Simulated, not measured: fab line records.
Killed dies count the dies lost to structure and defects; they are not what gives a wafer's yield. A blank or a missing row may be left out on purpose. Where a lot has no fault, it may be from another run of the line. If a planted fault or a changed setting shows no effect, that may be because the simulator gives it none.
A struck lot beside a sound one    flow sky130    13 out of 708 route steps
Sound: the wafers L342.1, L342.2, L342.6. Wafers struck: L346.2, L346.3, L346.4. The cause comes at the end.
For every step that has rows: the tool of each side, followed by ch and its chambers, followed by its first start. Under that, the readings that differ: sound wafers    struck wafers    difference of the means    sigmas: that difference in standard deviations of wafers without a fault.
alike: same words and numbers on both sides, and readings whose means sit less than 2 such deviations apart. not compared: any withheld reading, any reading some wafer has no value for, any bound like >300 that may hide the same value, and any number with overlapping values for which the record gives no deviation.
The two part at a step that has a row with sigmas, a row that says differs or no value, or rows on one side only. Non-overlapping numbers with no deviation appear without sigmas and do not part them. Lack of a reading on every wafer of one side parts them only where that side has two or more wafers.

SKY_VIA1_CD_MEAS_12: target cd 150 nm.
  sound on cdSem-02 at day 33 23:51; struck on cdSem-02 at day 36 01:22
  alike: cdNm
SKY_VIA1_OVL_MEAS_13:
  sound on overlay-02 at day 33 23:58; struck on overlay-01 at day 36 01:28
  alike: VIA1_OVL
SKY_VIA1_ETCH_14: etches BARC in N2/H2, stops on SiO2, time 45.9 s, target depth 60 nm.
  sound on rieDiel-04 ch 1,2, day 34 00:00; struck on rieDiel-03 ch 0,1,3, day 36 01:29
  alike: drypumpMotorCurrentA, oesProductAu, rfFwdPowerW, throttleValvePct
  not compared: rfHoursCounterH
SKY_VIA1_ETCH_15: etches SiO2 in C4F8/O2/Ar, stops on TiN, target depth 351 nm, time 54 s.
  sound on rieDiel-04 ch 1,2, day 34 00:03; struck on rieDiel-03 ch 0,1,3, day 36 01:32
  alike: oesProductAu, rfFwdPowerW
  not compared: rfHoursCounterH
SKY_VIA1_STRIP_16: strips in O2/N2.
  sound on plasmaAsher-01 ch 0,1, day 34 00:05; struck on plasmaAsher-04 ch 0,1, day 36 01:35
  alike: drypumpMotorCurrentA, oesProductAu, stripTimeToEndpointS
  not compared: rfHoursCounterH
then, 3 steps without rows for these wafers: SKY_VIA1_STRIP_17 (strips in post etch residue remover, time 1200 s); SKY_VIA1_CLEAN_18 (cleans in IPA, time 180 s); SKY_VIA1_CLEAN_19 (cleans in O3/DIW).
SKY_VIA1_SPUTTER_20: material TiN, target thk 20 nm, time 80 s.
  sound on pvdSputter-03 at day 34 00:41; struck on pvdSputter-02 at day 36 02:13
reading              sound                 struck                difference  sigmas
cathodeDcPowerW (W)  4001.1 4000.4 4000.7  3999.2 3999.4 3999.6  -1.3        -2
  alike: throttleValvePct
SKY_VIA1_CVD_21: deposits W, target thk 270 nm, time 80.902 s.
  sound on cvdW-01 ch 0,1, day 34 00:45; struck on cvdW-02 ch 0,1, day 36 02:16
  alike: heaterPowerW
  not compared: sinceWetCleanH
SKY_VIA1_RS_MEAS_22: measures by four-point-probe.
  sound on filmMetro-04 at day 34 00:50; struck on filmMetro-02 at day 36 02:23
  alike: VIA1_W_RS
SKY_VIA1_THK_MEAS_23: measures by xrf.
  sound on filmMetro-04 at day 34 00:58; struck on filmMetro-02 at day 36 02:29
  alike: VIA1_W_THK
SKY_VIA1_CMP_24: polishes, stops on SiO2, t overpolish 16.01 s, target thk 0 nm.
  sound on cmp-02 ch 0,1, day 34 01:10; struck on cmp-01 ch 0,1,2, day 36 02:32
reading              sound                 struck             difference  sigmas
overpolishRunS (s)   16.020 16.011 16.028  0.048 0.032 0.045  -15.978     -99 or more
timeToEndpointS (s)  64.4 72.8 71.0        104.7 105.8 102.2  +34.8       +12
  alike: motorCurrentA

WHERE THEY PART
Earliest at SKY_VIA1_SPUTTER_20; latest, in this record, at SKY_VIA1_CMP_24.

WHY: what the simulator had put in
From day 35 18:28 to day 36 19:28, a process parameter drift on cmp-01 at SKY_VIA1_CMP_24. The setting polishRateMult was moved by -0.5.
